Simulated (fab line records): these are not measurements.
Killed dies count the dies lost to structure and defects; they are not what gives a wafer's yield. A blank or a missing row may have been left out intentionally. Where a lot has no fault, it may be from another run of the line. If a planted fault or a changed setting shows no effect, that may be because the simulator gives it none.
Chamber matching | flow sky130 | 4 sister chambers for SKY_PAD_OPEN_ETCH_07 on rieDiel-02
The step etches the open film in CF4/O2, stops on AlCu, target depth 725 nm, time 161.1 s. 4 wafers are shown with their chamber, then 8 later ones without.

== WAFERS, EACH WITH ITS CHAMBER ==
wafer  | chamber | drypumpMotorCurrentA (A)
L082.2 | 2       | 5.8
L082.5 | 1       | 5.9
L084.1 | 0       | 4.8
L087.3 | 3       | 6.0

== WAFERS WITH NO CHAMBER GIVEN ==
wafer  | drypumpMotorCurrentA (A)
L087.5 | 5.7
L087.6 | 6.0
L094.2 | 4.8
L094.3 | 6.0
L094.5 | 4.8
L095.1 | 5.9
L095.2 | 5.8
L095.4 | 6.0

== CHAMBER TAKEN BY EACH ==
wafer  | from the rows above | in truth
L087.5 | 2                   | 2
L087.6 | 3                   | 3
L094.2 | 0                   | 0
L094.3 | 3                   | 3
L094.5 | 0                   | 0
L095.1 | 1                   | 1
L095.2 | 2                   | 2
L095.4 | 3                   | 3
Placed correctly: 8 of 8. Not placeable from these rows: 0. 0 placed wrongly.
How it was worked out, from the rows above alone: a wafer's distance from a chamber is the root of the sum, over the readings, of the square of ((its reading less the chamber's mean) divided by the reading's scatter). The wafer belongs to the nearest chamber; if the next one is less than 2 further off, it can't be placed. The mean given for a chamber averages the wafers shown for that chamber. The scatter: root of mean squared gap, hidden wafer to nearest shown wafer, with one shown wafer a chamber.
